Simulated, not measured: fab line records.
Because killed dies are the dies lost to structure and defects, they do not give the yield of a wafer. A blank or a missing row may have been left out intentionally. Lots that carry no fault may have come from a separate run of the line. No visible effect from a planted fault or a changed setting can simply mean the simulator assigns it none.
Comparing a struck lot with a sound one / flow gf180mcu / 43 out of 602 route steps
Sound: wafers L426.1, L426.2, L426.6. Wafers L435.4, L435.5, L435.6 were the ones struck. Last of all comes the cause.
Order at every step that has rows: each side's tool, ch and its chambers, its first start. Under that, the readings that differ: sound wafers / struck wafers / difference of the means / sigmas: that difference in standard deviations of wafers without a fault.
alike: a reading whose means differ by less than 2 such deviations, as well as words and numbers matching on both sides. not compared: withheld readings; readings where some wafer has no value; bounds like >300 that might hide an equal value; numbers whose values overlap and for which the record gives no deviation.
The two part at a step that has a row with sigmas, a row that says differs or no value, or rows on one side only. Non-overlapping numbers with no deviation appear without sigmas and do not part them. A reading that every wafer of one side lacks parts them only if that side has two wafers or more.

first, 7 steps without rows for these wafers: GF_HV_LDD_DEHYDRATE_39 (time 60 s); GF_HV_LDD_HMDS_40 (prime time 60 s); GF_HV_LDD_COAT_41 (resist thk 1000 nm); GF_HV_LDD_SOFTBAKE_42 (time 60 s); GF_HV_LDD_EXPOSE_43 (exposes mask Pplus HV AREA, target cd 400 nm); GF_HV_LDD_PEB_44; GF_HV_LDD_DEVELOP_45 (develop time 60 s).
GF_HV_LDD_CD_MEAS_46 targets a cd of 400 nm.
  sound on cd_sem-02, day 12 07:37; struck on cd_sem-02, day 15 09:16
  alike: cd_nm
GF_HV_LDD_OVL_MEAS_47:
  sound on overlay-01, day 12 07:44; struck on overlay-02, day 15 09:21
reading=HV_LDD_03_OVL (nm); sound=0.2 2.4 1.2; struck=-0.4 -2.7 -3.0; difference=-3.3; sigmas=-2
following that, these wafers have no rows for 1 step: GF_HV_LDD_IMPLANT_48.
GF_HV_LDD_STRIP_49: strips in O2/N2.
  sound on plasma_asher-04 ch 0,1, day 12 07:55; struck on plasma_asher-02 ch 0,1, day 15 09:33
  alike: chamber_pressure_mTorr, drypump_motor_current_A, heater_power_w, oes_product_au, strip_time_to_endpoint_s
  not compared: rf_hours_counter_h
GF_HV_LDD_TW_MEAS_50:
  sound on film_metro-02, day 12 08:01; struck on film_metro-04, day 15 09:38
reading=HV_LDD_4_TW; sound=562 563 564; struck=576 577 573; difference=+12; sigmas=+3
GF_HV_LDD_CLEAN_51: cleans in SC1/SC2, time 150 s.
  sound on wet_bench-03 ch 1, day 12 08:04; struck on wet_bench-03 ch 1, day 15 09:40
GF_HV_LDD_RTA_52: time 10 s.
  sound on rtp_anneal-01 ch 0, day 12 08:08; struck on rtp_anneal-02 ch 0, day 15 09:46
reading=lamp_power_pct (%); sound=30.2 30.2 30.3; struck=33.8 33.9 33.9; difference=+3.6; sigmas=+2
reading=wafer_temp_C_max; sound=1004.1 1005.9 1004.6; struck=1002.8 1002.0 1002.1; difference=-2.6; sigmas=-3
GF_HV_LDD_RS_MEAS_53: a four-point-probe measurement.
  sound on film_metro-02, day 12 08:11; struck on film_metro-02, day 15 09:51
  alike: HV_LDD_RS
then, 1 step without rows for these wafers: GF_HV_LDD_CVD_54 (deposits SiO2 from TEOS, target thk 10 nm, time 75 s).
GF_HV_LDD_THK_MEAS_55:
  sound on film_metro-04, day 12 11:51; struck on film_metro-04, day 15 10:58
reading=HV_LDD_CVD_54_THK (nm); sound=9.83 9.67 9.87; struck=10.09 9.96 10.06; difference=+0.25; sigmas=+2
then, 1 step without rows for these wafers: GF_HV_LDD_CVD_56 (deposits Si3N4 from DCS/NH3, target thk 90 nm, time 1543 s).
GF_HV_LDD_THK_MEAS_57:
  sound on film_metro-01, day 12 13:20; struck on film_metro-04, day 15 12:27
  alike: HV_LDD_CVD_56_THK
GF_HV_LDD_ETCHBACK_58: etches Si3N4 in CH3F/O2, stops on SiO2, time 100 s, target depth 90 nm.
  sound on rie_diel-04 ch 0,1, day 12 13:23; struck on rie_diel-01 ch 2,3, day 15 12:29
  alike: O2_flow_sccm, chamber_pressure_mTorr, drypump_motor_current_A, oes_product_au, throttle_valve_pct
  not compared: rf_hours_counter_h
then, 7 steps without rows for these wafers: GF_NSD_DEHYDRATE_00 (time 60 s); GF_NSD_HMDS_01 (prime time 60 s); GF_NSD_COAT_02 (resist thk 1000 nm); GF_NSD_SOFTBAKE_03 (time 60 s); GF_NSD_EXPOSE_04 (exposes mask Nplus, target cd 400 nm); GF_NSD_PEB_05; GF_NSD_DEVELOP_06 (develop time 58.66 s).
GF_NSD_CD_MEAS_07 targets a cd of 400 nm.
  sound on cd_sem-01, day 13 09:55; struck on cd_sem-02, day 16 10:25
  alike: cd_nm
GF_NSD_OVL_MEAS_08:
  sound on overlay-01, day 13 10:02; struck on overlay-02, day 16 10:30
  alike: NSD_OVL
then, 2 steps without rows for these wafers: GF_NSD_IMPLANT_09; GF_NSD_IMPLANT_10.
GF_NSD_STRIP_11: strips in O2/N2.
  sound on plasma_asher-01 ch 0,1, day 13 10:22; struck on plasma_asher-02 ch 0,1, day 16 10:51
reading=drypump_motor_current_A (A); sound=5.0 5.1 5.0; struck=5.8 5.8 5.5; difference=+0.7; sigmas=+2
  alike: chamber_pressure_mTorr, heater_power_w, oes_product_au, strip_time_to_endpoint_s
  not compared: rf_hours_counter_h
GF_NSD_TW_MEAS_12:
  sound on film_metro-04, day 13 10:28; struck on film_metro-01, day 16 10:56
  alike: NSD_TW
then, 7 steps without rows for these wafers: GF_PSD_DEHYDRATE_00 (time 60 s); GF_PSD_HMDS_01 (prime time 60 s); GF_PSD_COAT_02 (resist thk 1000 nm); GF_PSD_SOFTBAKE_03 (time 60 s); GF_PSD_EXPOSE_04 (exposes mask Pplus, target cd 400 nm); GF_PSD_PEB_05; GF_PSD_DEVELOP_06 (develop time 60 s).
GF_PSD_CD_MEAS_07 targets a cd of 400 nm.
  sound on cd_sem-02, day 14 07:04; struck on cd_sem-02, day 17 09:34
  alike: cd_nm
GF_PSD_OVL_MEAS_08:
  sound on overlay-02, day 14 07:11; struck on overlay-01, day 17 09:38
reading=PSD_OVL (nm); sound=2.2 2.8 2.3; struck=-0.3 -0.8 0.2; difference=-2.7; sigmas=-2
-- the record jumps here: 14 days lie between the struck wafers' starts before and after (it left off in module PSD and takes up again in module PASSIVATION, whose first step shown is number 602 of the route) --
GF_PASSIVATION_PROBE_99:
  record: rows for the struck wafers here (prober-01, day 31 18:28), none for the sound ones

## WHERE THEY PART
At GF_HV_LDD_OVL_MEAS_47 first; at GF_PASSIVATION_PROBE_99 last (within this record only).

WHY: what the simulator had put in
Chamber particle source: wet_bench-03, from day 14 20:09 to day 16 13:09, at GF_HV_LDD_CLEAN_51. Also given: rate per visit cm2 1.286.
